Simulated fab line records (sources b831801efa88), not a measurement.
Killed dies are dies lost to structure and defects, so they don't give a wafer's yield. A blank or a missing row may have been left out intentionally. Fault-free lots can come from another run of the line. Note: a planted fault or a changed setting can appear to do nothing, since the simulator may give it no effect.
A struck lot beside a sound one | flow sky130 | 20 steps out of a route of 708
Sound: these wafers, L244.1, L244.4, L244.5. Wafers L257.2, L257.4, L257.5 were the ones struck. Last of all comes the cause.
At each step with rows: each side's tool, then ch and its chambers, then its first start. Under that, the readings that differ: sound wafers | struck wafers | difference of the means | sigmas: that difference in standard deviations of wafers without a fault.
alike: same words and numbers on both sides, and readings whose means sit less than 2 such deviations apart. not compared: any withheld reading, any reading some wafer has no value for, any bound like >300 that may hide the same value, and any number with overlapping values for which the record gives no deviation.
A row with sigmas, a row that says differs or no value, or rows on one side alone: a step with any of these is where the two part. Numbers that have no deviation but don't overlap get no sigmas and don't part them. A reading that every wafer of one side lacks parts them only if that side has two wafers or more.

SKY_FIELD_ISO_BOW_MEAS_00:
  sound on filmMetro-02, day 1 15:00; struck on filmMetro-03, day 4 08:01
  alike: INCOMING_BOW
then, 1 step without rows for these wafers: SKY_FIELD_ISO_OXIDATION_01 (stabilise 600 s, purge 300 s, target thk 12 nm).
SKY_FIELD_ISO_THK_MEAS_02:
  sound on filmMetro-01, day 1 17:16; struck on filmMetro-01, day 4 11:00
  alike: FIELD_ISO_OXIDATION_00_THK
then, 1 step without rows for these wafers: SKY_FIELD_ISO_CVD_03 (deposits Si3N4 from DCS/NH3, target thk 165 nm, time 2830 s).
SKY_FIELD_ISO_THK_MEAS_04:
  sound on filmMetro-02, day 2 10:52; struck on filmMetro-02, day 4 12:51
  alike: FIELD_ISO_CVD_03_THK
then, 5 steps without rows for these wafers: SKY_FIELD_ISO_DEHYDRATE_05 (time 60 s); SKY_FIELD_ISO_HMDS_06 (prime time 60 s); SKY_FIELD_ISO_COAT_07 (resist thk 60 nm); SKY_FIELD_ISO_COAT_08 (resist thk 450 nm); SKY_FIELD_ISO_SOFTBAKE_09 (time 90 s).
SKY_FIELD_ISO_EXPOSE_10: exposes mask FOM, target cd 150 nm.
  sound on krfScanner-02 ch 0, day 2 18:24; struck on krfScanner-02 ch 0, day 4 21:30
reading           | sound                | struck               | difference | sigmas
exposureDoseMJCm2 | 27.998 27.961 27.959 | 27.791 27.803 27.775 | -0.183     | -7
  alike: mask, focusOffsetNm
then, 2 steps without rows for these wafers: SKY_FIELD_ISO_PEB_11; SKY_FIELD_ISO_DEVELOP_12 (develop time 60 s).
SKY_FIELD_ISO_CD_MEAS_13 targets a cd of 150 nm.
  sound on cdSem-01, day 3 02:28; struck on cdSem-01, day 5 06:17
reading   | sound             | struck            | difference | sigmas
cdNm (nm) | 148.2 150.8 150.4 | 140.6 146.5 145.2 | -5.7       | -4
SKY_FIELD_ISO_ETCH_14: etches BARC in N2/H2, stops on SiO2, time 45.9 s, target depth 60 nm.
  sound on rieDiel-04 ch 1,2,3, day 3 02:35; struck on rieDiel-03 ch 0,1, day 5 06:23
reading                   | sound             | struck            | difference | sigmas
model.FIELD_ISO.cdNm (nm) | 147.6 150.8 150.3 | 140.7 146.4 144.9 | -5.6       | 
  alike: drypumpMotorCurrentA, h2FlowSccm, oesProductAu, throttleValvePct
  not compared: rfHoursCounterH
SKY_FIELD_ISO_ETCH_15: etches the open film in CHF3/O2, stops on Si, target depth 180 nm, time 72 s.
  sound on rieDiel-04 ch 1,2,3, day 3 02:37; struck on rieDiel-03 ch 0,1, day 5 06:26
  alike: drypumpMotorCurrentA, oesProductAu, throttleValvePct
  not compared: rfHoursCounterH
SKY_FIELD_ISO_STRIP_16: strips in O2/N2.
  sound on plasmaAsher-03 ch 0,1, day 3 02:41; struck on plasmaAsher-03 ch 1, day 5 06:29
  alike: drypumpMotorCurrentA, oesProductAu, stripTimeToEndpointS
  not compared: rfHoursCounterH
SKY_FIELD_ISO_ETCH_17: etches Si in HBr/Cl2/O2, target depth 342 nm, time 97.7 s.
  sound on rieSi-01 ch 2,3, day 3 02:47; struck on rieSi-01 ch 2,3, day 5 06:35
reading                   | sound             | struck            | difference | sigmas
model.FIELD_ISO.cdNm (nm) | 148.1 151.4 149.9 | 140.8 146.3 145.1 | -5.7       | 
  alike: drypumpMotorCurrentA, oesProductAu, throttleValvePct
  not compared: rfHoursCounterH
then, 1 step without rows for these wafers: SKY_FIELD_ISO_WET_ETCH_18 (etches Si3N4 in H3PO4, target depth 25 nm, time 286 s).
-- a jump in the record: the struck wafers' starts before and after are 44 days apart (it breaks off in module FIELD_ISO and resumes in module PAD_OPEN, where the first step shown is number 708 of the route) --
SKY_PAD_OPEN_PROBE_99:
  sound on prober-01, day 46 12:54; struck on prober-02, day 49 01:23
reading                           | sound             | struck            | difference | sigmas
model.etest.resPdiff.lineOhmUm    | 1341 1307 1327    | 1475 1426 1415    | +114       | 
model.etest.resNdiff.widthNm (nm) | 155.2 158.6 156.5 | 147.3 152.9 152.4 | -5.9       | 
model.etest.resPdiff.widthNm (nm) | 142.4 144.8 143.6 | 134.9 139.6 138.4 | -6.0       | 
  alike: killed_at_M0_to_M3, killed_at_M4_up, killedAtContacts, killedAtFrontEnd, killedAtOther, killedDies, killedOnRim, killedOpen, killedShort
  not compared: model.etest.resNdiff.lineOhmUm

== WHERE THEY PART ==
Last at SKY_FIELD_ISO_CD_MEAS_13 as far as this record goes, first at SKY_FIELD_ISO_EXPOSE_10. Later steps at which nothing parts them and some readings are alike: SKY_FIELD_ISO_ETCH_14, SKY_FIELD_ISO_ETCH_15, SKY_FIELD_ISO_STRIP_16, SKY_FIELD_ISO_ETCH_17, SKY_PAD_OPEN_PROBE_99.

WHY: whatever the simulator had introduced
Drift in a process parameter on krfScanner-02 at SKY_FIELD_ISO_EXPOSE_10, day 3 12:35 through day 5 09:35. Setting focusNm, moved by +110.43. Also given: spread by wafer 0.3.
